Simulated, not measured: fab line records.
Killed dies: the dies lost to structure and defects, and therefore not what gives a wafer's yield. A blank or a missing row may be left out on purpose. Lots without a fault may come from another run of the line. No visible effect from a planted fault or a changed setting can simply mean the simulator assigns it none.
Split-lot study + flow gf180mcu + on a route of 602 steps: 5 lots, 23 wafers read

SPLIT DETAILS
At GF_V5_CVD_23 (deposits W, target thk 350 nm, time 104.9 s), the setting pressureTorr was moved away from the recipe's 40 Torr on 15 of the 23 wafers read, by -14.1% to +14.2%. All remaining wafers had this setting at the recipe value.

Between the split and the reading, the file records no step.

THE READING
At GF_V5_RS_MEAS_24, a four-point-probe measurement gives V5_W_RS in ohm/sq. Typical for fault-free wafers on this fab line: 0.330 ohm/sq, with standard deviation 0.0039 ohm/sq.

| wafer  | tool, chamber at the split | pressureTorr as run, Torr | against the recipe | V5_W_RS, ohm/sq | against lot-mates on the recipe |
|--------|----------------------------|---------------------------|--------------------|-----------------|---------------------------------|
| L074.1 | cvdW-01, 0,0,1,0,1         | 34.36                     | -14.1%             | 0.353           | no lot-mate on the recipe       |
| L074.3 | cvdW-01, 0,0,1,0,1         | 34.36                     | -14.1%             | 0.347           | no lot-mate on the recipe       |
| L074.4 | cvdW-01, 0,0,1,0,1         | 34.36                     | -14.1%             | 0.352           | no lot-mate on the recipe       |
| L074.5 | cvdW-01, 0,0,1,0,1         | 34.36                     | -14.1%             | 0.352           | no lot-mate on the recipe       |
| L074.6 | cvdW-01, 0,0,1,0,1         | 34.36                     | -14.1%             | 0.354           | no lot-mate on the recipe       |
| L076.1 | cvdW-01, 1,0,1,0,1         | 36.53                     | -8.7%              | 0.350           | no lot-mate on the recipe       |
| L076.2 | cvdW-01, 1,0,1,0,1         | 36.53                     | -8.7%              | 0.348           | no lot-mate on the recipe       |
| L076.4 | cvdW-01, 1,0,1,0,1         | 36.53                     | -8.7%              | 0.351           | no lot-mate on the recipe       |
| L076.5 | cvdW-01, 1,0,1,0,1         | 36.53                     | -8.7%              | 0.351           | no lot-mate on the recipe       |
| L076.6 | cvdW-01, 1,0,1,0,1         | 36.53                     | -8.7%              | 0.350           | no lot-mate on the recipe       |
| L077.1 | cvdW-01, 0,1,0,1,1         | 40                        | recipe             | 0.329           | -                               |
| L077.2 | cvdW-01, 0,1,0,1,1         | 40                        | recipe             | 0.324           | -                               |
| L077.3 | cvdW-01, 0,1,0,1,1         | 40                        | recipe             | 0.322           | -                               |
| L077.4 | cvdW-01, 0,1,0,1,1         | 40                        | recipe             | 0.327           | -                               |
| L077.5 | cvdW-01, 0,1,0,1,1         | 40                        | recipe             | 0.327           | -                               |
| L079.1 | cvdW-02, 0,1,1             | 40                        | recipe             | 0.334           | -                               |
| L079.2 | cvdW-02, 0,1,1             | 40                        | recipe             | 0.332           | -                               |
| L079.5 | cvdW-02, 0,1,1             | 40                        | recipe             | 0.337           | -                               |
| L082.1 | cvdW-01, 0,1,0,1,0         | 45.67                     | +14.2%             | 0.313           | no lot-mate on the recipe       |
| L082.2 | cvdW-01, 0,1,0,1,0         | 45.67                     | +14.2%             | 0.311           | no lot-mate on the recipe       |
| L082.4 | cvdW-01, 0,1,0,1,0         | 45.67                     | +14.2%             | 0.313           | no lot-mate on the recipe       |
| L082.5 | cvdW-01, 0,1,0,1,0         | 45.67                     | +14.2%             | 0.310           | no lot-mate on the recipe       |
| L082.6 | cvdW-01, 0,1,0,1,0         | 45.67                     | +14.2%             | 0.313           | no lot-mate on the recipe       |
The file does not say which wafer passed through which chamber wherever a row lists several chambers: such a row stands for several wafers.

FIT RESULTS
A straight line over all 23 wafers: V5_W_RS changes by -0.00151 ohm/sq for each +1% of pressureTorr; r = -0.96; the points scatter about the line by 0.0046 ohm/sq.
Too few moved wafers have a lot-mate on the recipe to fit a line with each lot's own level taken away.

THE FILE'S OWN FIT
V5_W_RS changes by -0.00151 ohm/sq for each +1% of pressureTorr, r = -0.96.
